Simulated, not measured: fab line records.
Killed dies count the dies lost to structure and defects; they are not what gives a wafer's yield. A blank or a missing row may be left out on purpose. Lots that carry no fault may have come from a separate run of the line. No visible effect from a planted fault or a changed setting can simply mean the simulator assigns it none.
fab line records ; flow sky130
record: lots: 15; wafers: 45; last_day: 50
route steps=708 shown VIA1@461 VIA2@531
lots that met no fault: from a run of the same line without faults
start_h: the number of hours between the record's first day and the start of the first shown wafer of the lot ; wait_h: how many hours have passed since the lot's step before this one ; " unchanged from the row above ; L1.1+2: a single row standing in for several wafers ; - no value, or no start was given ; * or withheld: withheld ; < > ~ a bound
route shown NAME@n: a module of which the file shows steps, and the number in the route of the first ; usual: mean/standard deviation of fault-free wafers ; same: alike in all rows ; chamber/n: place in a boat ; sites: per-site readings ; _std_site: their standard deviation ; _edge_site: inner sites' mean taken away from outer sites' mean ; radius_mm: how far each site lies from the wafer's centre ; mask NAME#n: copy n ; behind: the most recent tool/chamber to have shaped the wafer ; hold: the reason the lot was held/the length of the hold in hours/how it ended ; device: names the non-switching transistor (n, p or np) ; end of line: tests run on the same wafers once the route is complete ; a step with no rows: only its recipe ; killed: the dies lost at the first sort to structure and to defects; this is not the yield of the wafer ; map: a wafer's dies, marking killed ones x, the rest . and places with no die _
set.NAME: the setting as run; set.NAME@STEP: as run at that earlier step ; model.NAME: the simulator's own value behind a step, which no gauge read
one table for each step of the route and one row for each wafer, over a sample of lots
services: from which hour (start_h, from the record's first day; less than 0 if before it) a tool's chamber was out of use, for how many hours, and why
== steps ==
step: SKY_VIA1_BOW_MEAS_03
recipe: mode: bow
usual: VIA1_BOW: 80/6.8
lot.wafer;tool;chamber;start_h;wait_h;VIA1_BOW[um]
L333.2;film_metro-01;-;775.22;0.2;85
L333.3;film_metro-01;-;775.22;0.2;81
L333.6;film_metro-01;-;775.22;0.2;90
L332.1;film_metro-01;-;777.37;0.1;85
L332.2;film_metro-01;-;777.37;0.1;73
L332.5;film_metro-01;-;777.37;0.1;86
L335.1;film_metro-04;-;789.07;0.1;77
L335.2;film_metro-04;-;789.07;0.1;79
L335.3;film_metro-04;-;789.07;0.1;82
L336.2;film_metro-01;-;797.12;0.2;79
L336.4;film_metro-01;-;797.12;0.2;83
L336.5;film_metro-01;-;797.12;0.2;78
L337.2;film_metro-02;-;814.09;0.2;75
L337.3;film_metro-02;-;814.09;0.2;86
L337.5;film_metro-02;-;814.09;0.2;82
L341.1;film_metro-02;-;838.06;0.2;80
L341.2;film_metro-02;-;838.06;0.2;71
L341.6;film_metro-02;-;838.06;0.2;88
L342.1;film_metro-04;-;844.02;0.2;80
L342.4;film_metro-04;-;844.02;0.2;71
L342.6;film_metro-04;-;844.02;0.2;83
L344.2;film_metro-04;-;859.40;0.3;89
L344.4;film_metro-04;-;859.40;0.3;76
L344.5;film_metro-04;-;859.40;0.3;82
L346.1;film_metro-04;-;880.30;0.1;80
L346.3;film_metro-04;-;880.30;0.1;89
L346.5;film_metro-04;-;880.30;0.1;85
L347.1;film_metro-04;-;882.27;0.2;82
L347.4;film_metro-04;-;882.27;0.2;68
L347.6;film_metro-04;-;882.27;0.2;75
L348.3;film_metro-02;-;888.51;0.3;92
L348.4;film_metro-02;-;888.51;0.3;74
L348.5;film_metro-02;-;888.51;0.3;85
L349.4;film_metro-02;-;894.48;0.2;80
L349.5;film_metro-02;-;894.48;0.2;74
L349.6;film_metro-02;-;894.48;0.2;79
L353.3;film_metro-04;-;911.91;0.2;78
L353.4;film_metro-04;-;911.91;0.2;88
L353.5;film_metro-04;-;911.91;0.2;76
L354.1;film_metro-02;-;918.43;0.2;79
L354.3;film_metro-02;-;918.43;0.2;76
L354.4;film_metro-02;-;918.43;0.2;89
L355.1;film_metro-02;-;929.06;0.2;75
L355.2;film_metro-02;-;929.06;0.2;80
L355.3;film_metro-02;-;929.06;0.2;66
step: SKY_VIA1_RS_MEAS_22
recipe: thk_meas_gauge: four-point-probe; reads: W_of_VIA1_CVD_21+TiN_of_VIA1_SPUTTER_20
usual: VIA1_W_RS: 0.430/0.005
lot.wafer;tool;chamber;start_h;wait_h;VIA1_W_RS[ohm/sq]
L333.2;film_metro-01;-;802.56;0.1;0.428
L333.3;film_metro-01;-;802.56;0.1;0.426
L333.6;film_metro-01;-;802.56;0.1;0.433
L332.1;film_metro-02;-;803.93;0.1;0.437
L332.2;film_metro-02;-;803.93;0.1;0.432
L332.5;film_metro-02;-;803.93;0.1;0.431
L335.1;film_metro-01;-;816.51;0.1;0.430
L335.2;film_metro-01;-;816.51;0.1;0.429
L335.3;film_metro-01;-;816.51;0.1;0.430
L336.2;film_metro-02;-;824.77;0.1;0.426
L336.4;film_metro-02;-;824.77;0.1;0.421
L336.5;film_metro-02;-;824.77;0.1;0.424
L337.2;film_metro-04;-;840.87;0.1;0.433
L337.3;film_metro-04;-;840.87;0.1;0.439
L337.5;film_metro-04;-;840.87;0.1;0.440
L341.1;film_metro-04;-;864.56;0.1;0.426
L341.2;film_metro-04;-;864.56;0.1;0.435
L341.6;film_metro-04;-;864.56;0.1;0.431
L342.1;film_metro-04;-;870.50;0.1;0.428
L342.4;film_metro-04;-;870.50;0.1;0.429
L342.6;film_metro-04;-;870.50;0.1;0.432
L344.2;film_metro-02;-;886.23;0.1;0.432
L344.4;film_metro-02;-;886.23;0.1;0.431
L344.5;film_metro-02;-;886.23;0.1;0.431
L346.1;film_metro-04;-;906.78;0.1;0.432
L346.3;film_metro-04;-;906.78;0.1;0.433
L346.5;film_metro-04;-;906.78;0.1;0.433
L347.1;film_metro-01;-;908.36;0.1;0.432
L347.4;film_metro-01;-;908.36;0.1;0.434
L347.6;film_metro-01;-;908.36;0.1;0.428
L348.3;film_metro-02;-;914.36;0.1;0.433
L348.4;film_metro-02;-;914.36;0.1;0.432
L348.5;film_metro-02;-;914.36;0.1;0.438
L349.4;film_metro-02;-;920.23;0.1;0.424
L349.5;film_metro-02;-;920.23;0.1;0.424
L349.6;film_metro-02;-;920.23;0.1;0.432
L353.3;film_metro-04;-;937.62;0.1;0.423
L353.4;film_metro-04;-;937.62;0.1;0.430
L353.5;film_metro-04;-;937.62;0.1;0.435
L354.1;film_metro-04;-;943.78;0.1;0.432
L354.3;film_metro-04;-;943.78;0.1;0.432
L354.4;film_metro-04;-;943.78;0.1;0.425
L355.1;film_metro-04;-;954.95;0.1;0.435
L355.2;film_metro-04;-;954.95;0.1;0.425
L355.3;film_metro-04;-;954.95;0.1;0.429
step: SKY_VIA1_THK_MEAS_23
recipe: thk_meas_gauge: xrf; reads: W_of_VIA1_CVD_21
usual: VIA1_W_THK: 274/3.5
lot.wafer;tool;chamber;start_h;wait_h;VIA1_W_THK[nm]
L333.2;film_metro-01;-;802.67;0.1;275
L333.3;film_metro-01;-;802.67;0.1;275
L333.6;film_metro-01;-;802.67;0.1;270
L332.1;film_metro-02;-;804.05;0.1;270
L332.2;film_metro-02;-;804.05;0.1;272
L332.5;film_metro-02;-;804.05;0.1;274
L335.1;film_metro-01;-;816.63;0.1;274
L335.2;film_metro-01;-;816.63;0.1;273
L335.3;film_metro-01;-;816.63;0.1;272
L336.2;film_metro-02;-;824.88;0.1;276
L336.4;film_metro-02;-;824.88;0.1;277
L336.5;film_metro-02;-;824.88;0.1;277
L337.2;film_metro-04;-;840.98;0.1;269
L337.3;film_metro-04;-;840.98;0.1;266
L337.5;film_metro-04;-;840.98;0.1;264
L341.1;film_metro-04;-;864.68;0.1;276
L341.2;film_metro-04;-;864.68;0.1;269
L341.6;film_metro-04;-;864.68;0.1;273
L342.1;film_metro-04;-;870.62;0.1;274
L342.4;film_metro-04;-;870.62;0.1;274
L342.6;film_metro-04;-;870.62;0.1;274
L344.2;film_metro-02;-;886.34;0.1;273
L344.4;film_metro-02;-;886.34;0.1;274
L344.5;film_metro-02;-;886.34;0.1;273
L346.1;film_metro-04;-;906.90;0.1;271
L346.3;film_metro-04;-;906.90;0.1;273
L346.5;film_metro-04;-;906.90;0.1;273
L347.1;film_metro-01;-;908.48;0.1;273
L347.4;film_metro-01;-;908.48;0.1;274
L347.6;film_metro-01;-;908.48;0.1;276
L348.3;film_metro-02;-;914.46;0.1;272
L348.4;film_metro-02;-;914.46;0.1;271
L348.5;film_metro-02;-;914.46;0.1;269
L349.4;film_metro-02;-;920.32;0.1;278
L349.5;film_metro-02;-;920.32;0.1;278
L349.6;film_metro-02;-;920.32;0.1;273
L353.3;film_metro-04;-;937.72;0.1;278
L353.4;film_metro-04;-;937.72;0.1;273
L353.5;film_metro-04;-;937.72;0.1;272
L354.1;film_metro-04;-;943.90;0.1;272
L354.3;film_metro-04;-;943.90;0.1;274
L354.4;film_metro-04;-;943.90;0.1;278
L355.1;film_metro-04;-;955.07;0.1;271
L355.2;film_metro-04;-;955.07;0.1;275
L355.3;film_metro-04;-;955.07;0.1;274
step: SKY_VIA2_CMP_24
recipe: stop_on: SiO2; t_overpolish_s: 20; down_force_psi: 3.5; platen_rpm: 60; target_thk_nm: 0; pad_velocity_m_s: 0.94248
usual: edge_zone_pressure_frac: 1.000/0.005; head_pressure_psi: 3.499/0.0078; motor_current_A: 11.1/1.4; overpolish_run_s: 19.999/0.0096; slurry_filter_dp_kPa: 13.53/0.14; t_overpolish_s: 20/0; time_to_endpoint_s: 100/4.6
lot.wafer;tool;chamber;start_h;wait_h;edge_zone_pressure_frac;head_pressure_psi;motor_current_A;overpolish_run_s;slurry_filter_dp_kPa;t_overpolish_s;time_to_endpoint_s
L333.2;cmp-02;0;857.38;0.1;1.006;3.486;10.2;20.002;13.57;20;100
L333.3;cmp-02;1;857.38;0.1;1.001;3.493;13.3;19.996;13.65;20;104
L333.6;cmp-02;2;857.38;0.1;1.000;3.494;11.7;20.004;13.74;20;105
L332.2;cmp-02;0;858.54;0.0;0.995;3.487;9.6;20.014;13.24;20;99
L332.1;cmp-02;2;858.54;0.0;0.993;3.505;11.5;19.998;13.57;20;106
L332.5;cmp-02;0;858.54;0.0;0.999;3.488;10.0;20.006;13.35;20;99
L335.3;cmp-02;3;871.82;0.0;0.991;3.500;9.6;20.005;13.59;20;106
L335.1;cmp-02;0;871.82;0.0;1.004;3.497;10.0;20.002;13.72;20;101
L335.2;cmp-02;2;871.82;0.0;1.007;3.473;11.2;19.982;13.43;20;107
L336.2;cmp-01;0;879.70;0.1;0.998;3.501;11.5;19.999;13.39;20;98
L336.4;cmp-01;1;879.70;0.1;0.999;3.504;10.7;20.014;13.72;20;103
L336.5;cmp-01;2;879.70;0.1;1.001;3.486;9.0;20.002;13.54;20;103
L337.3;cmp-02;1;895.88;0.0;1.008;3.495;13.4;19.997;13.48;20;101
L337.2;cmp-02;2;895.88;0.0;0.997;3.494;11.4;19.996;13.51;20;107
L337.5;cmp-02;1;895.88;0.0;1.003;3.496;13.3;19.987;13.37;20;104
L341.1;cmp-01;3;918.36;0.1;1.006;3.510;11.7;20.017;13.25;20;101
L341.2;cmp-01;0;918.36;0.1;1.002;3.487;11.4;20.001;13.64;20;92
L341.6;cmp-01;0;918.36;0.1;1.002;3.483;12.2;20.003;13.73;20;94
L342.4;cmp-02;3;924.64;0.0;1.006;3.495;9.4;20.007;13.57;20;102
L342.1;cmp-02;1;924.64;0.0;1.001;3.507;13.8;19.997;13.68;20;102
L342.6;cmp-02;0;924.64;0.0;1.001;3.506;10.8;19.999;13.61;20;103
L344.4;cmp-01;2;939.64;0.1;1.007;3.508;9.1;19.988;13.67;20;91
L344.2;cmp-01;3;939.64;0.1;0.998;3.483;11.7;20.009;13.69;20;97
L344.5;cmp-01;1;939.64;0.1;1.004;3.501;10.9;20.000;13.64;20;93
L346.1;cmp-02;2;958.86;0.1;-;-;-;-;-;-;-
L346.3;cmp-02;3;958.86;0.1;-;-;-;-;-;-;-
L346.5;cmp-02;0;958.86;0.1;-;-;-;-;-;-;-
L347.1;cmp-02;2;960.78;0.1;-;-;-;-;-;-;-
L347.4;cmp-02;0;960.78;0.1;-;-;-;-;-;-;-
L347.6;cmp-02;2;960.78;0.1;-;-;-;-;-;-;-
L348.4;cmp-01;3;967.96;0.1;-;-;-;-;-;-;-
L348.3;cmp-01;1;967.96;0.1;-;-;-;-;-;-;-
L348.5;cmp-01;3;967.96;0.1;-;-;-;-;-;-;-
L349.4;cmp-01;1;971.84;0.1;1.000;3.496;11.7;20.012;13.87;20;97
L349.6;cmp-01;3;971.84;0.1;1.003;3.496;11.0;19.993;13.62;20;100
L349.5;cmp-01;0;971.84;0.1;1.004;3.513;11.7;20.001;13.41;20;95
L353.4;cmp-02;0;989.39;0.1;0.999;3.500;10.3;20.017;13.43;20;97
L353.3;cmp-02;1;989.39;0.1;1.002;3.504;14.0;19.983;13.38;20;99
L353.5;cmp-02;3;989.39;0.1;1.000;3.508;9.5;19.992;13.51;20;103
L354.4;cmp-02;1;995.27;0.0;0.999;3.495;13.9;19.993;13.71;20;100
L354.3;cmp-02;2;995.27;0.0;0.996;3.505;12.1;20.005;13.50;20;104
L354.1;cmp-02;3;995.27;0.0;1.000;3.509;10.1;20.000;13.45;20;104
L355.3;cmp-01;0;1006.32;0.0;1.007;3.508;12.2;20.010;13.57;20;96
L355.2;cmp-01;2;1006.32;0.0;1.000;3.496;9.0;20.002;13.39;20;95
L355.1;cmp-01;3;1006.32;0.0;1.000;3.503;12.1;20.013;13.72;20;103
== services ==
tool;chamber;start_h;hours;kind
cmp-02;-;834.68;5.2;pm
cmp-02;-;850.21;0.8;repair
cmp-02;-;887.40;0.2;repair
cmp-02;-;912.48;4.0;pm
cmp-02;-;916.48;-;consumable_replace:conditioner
cmp-02;-;916.48;-;consumable_replace:pad
cmp-01;-;924.23;5.0;repair
cmp-01;-;936.58;2.3;repair
cmp-01;-;942.03;5.7;pm
cmp-01;-;948.46;5.9;pm
cmp-02;-;981.41;1.8;repair
cmp-01;-;1003.67;1.5;repair
== key ==
first_sign: step: SKY_VIA2_CMP_24; reading: tool_record; direction: missing
effect none on later readings
met_at SKY_VIA2_CMP_24
struck_lots L346,L347,L348
later_rows_left_out L346.1,L346.3,L346.5,L347.1,L347.4,L347.6,L348.3,L348.4,L348.5
sort_left_out L346.1,L346.3,L346.5,L347.1,L347.4,L347.6,L348.3,L348.4,L348.5
not_acting_at SKY_VIA1_BOW_MEAS_03,SKY_VIA1_RS_MEAS_22,SKY_VIA1_THK_MEAS_23
onset_between 939.64 958.86
fault: kind: skipped_step_whole; tool: cmp-01,cmp-02; chamber: -; onset_h: 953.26; steps: SKY_VIA2_CMP_24; scope: struck_lots_only
sort_left_out: the simulated sort isn't trusted on such a fault, so these wafers' sort isn't shown, and their yield isn't known
later_rows_left_out: the simulator's readings of these wafers behind a module that went badly wrong aren't trusted and aren't shown, but for the sort
